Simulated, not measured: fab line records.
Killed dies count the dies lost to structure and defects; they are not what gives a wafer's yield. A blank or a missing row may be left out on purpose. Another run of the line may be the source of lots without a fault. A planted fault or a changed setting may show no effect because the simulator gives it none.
Code-filled problem report in 8D (eight disciplines) form / flow sky130 / the parts of the form that need people (team, actions taken, sign-off) are left out

## 1. WHAT IS WRONG
At SKY_PAD_OPEN_PROBE_99, killed_at_M0_to_M3 averages 89 over 6 wafers from 2 lots, while fault-free wafers read 42, standard deviation 6.4. Measured from the usual mean, that is +7.3 standard deviations.
The first sign was on wafer L757.1 at day 48 13:02, on prober-02. At this step, 9 wafers from 3 lots have a number in the record. By rule, "out" or "out of limits" means more than 4 standard deviations away from the usual mean. The rest of the wafers with a number are treated as sound.

## 2. WHAT IT IS; WHAT IT IS NOT
question=which readings at this step | is=killed_at_M0_to_M3 | is not=killed_at_M4_up, killed-at-contacts, killed-at-front-end, killed-open, killed-short, sort_bin_6_memory
question=which lots | is=L757, L758 | is not=L765
question=which wafers of those lots | is=all that have a number | is not=-
question=read on which tools | is=prober-01, prober-02 | is not=-
question=when | is=from day 48 13:02 | is not=up to then (0 sound wafers); but 3 sound wafers of L765 came after

## 3. WHAT RULES OUT EACH SUSPECT
Counting: a tool at a process step up to the reading stays a suspect if it ran every lot that is out and no sound lot after the first of them.
- pvd-sputter-01 at SKY_METAL3_SPUTTER_00 (material Ti, target thk 15 nm, time 10 s): kept. It ran every lot that is out, first L757 (day 39 16:38), and no sound lot after that.
Left after counting: pvd-sputter-01 at SKY_METAL3_SPUTTER_00.

## 4. THE CAUSE (what the simulator had put in)
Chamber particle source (pvd-sputter-01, SKY_METAL3_SPUTTER_00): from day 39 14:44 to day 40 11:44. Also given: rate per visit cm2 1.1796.
This tool alone remained once counting was done.

## 5. THE EFFECT CHAIN, in route order
Each row: a reading where the mean over the struck wafers with a number is more than 3 standard deviations away from the usual. Scope: only readings with a usual standard deviation given in the record; hours: median across lots of the time from each lot's start at the first step in this table that gives one to its start at this step; sigmas: change in usual standard deviations.
hours=0; step=SKY_PAD_OPEN_PROBE_99; reading=defect-limited-yield; usual=82.5 %; on struck wafers=73.8; change=-8.7; sigmas=-4.6
hours=0; step=SKY_PAD_OPEN_PROBE_99; reading=killed_at_M0_to_M3; usual=42; on struck wafers=89; change=+47; sigmas=+7.3
hours=0; step=SKY_PAD_OPEN_PROBE_99; reading=killed-dies; usual=86; on struck wafers=129; change=+43; sigmas=+4.7
hours=0; step=SKY_PAD_OPEN_PROBE_99; reading=sort_bin_3_pad_short; usual=0.9 %; on struck wafers=3.2; change=+2.3; sigmas=+5.4
hours=0; step=SKY_PAD_OPEN_PROBE_99; reading=sort_bin_5_function; usual=10.4 %; on struck wafers=16.4; change=+6.0; sigmas=+4.0
hours=0; step=SKY_PAD_OPEN_PROBE_99; reading=sort-n-pass; usual=406; on struck wafers=363; change=-43; sigmas=-4.7
hours=0; step=SKY_PAD_OPEN_PROBE_99; reading=sort-yield-pct; usual=82.5 %; on struck wafers=73.8; change=-8.7; sigmas=-4.6
The process steps in it:
- SKY_PAD_OPEN_PROBE_99

## 6. WHAT WOULD HAVE CAUGHT IT SOONER
First out-of-limits reading in this record: day 48 13:02, which is 214 hours after fault onset at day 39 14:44.
Of the tool readings at SKY_METAL3_SPUTTER_00 for which the record gives a usual standard deviation, none was out on any struck wafer, so an alarm limit of 4 standard deviations on them would not have fired.
All the lots that are out (2) had begun SKY_METAL3_SPUTTER_00 on pvd-sputter-01 by day 48 13:02. Had the tool been put on hold then, not one of them would have been saved.
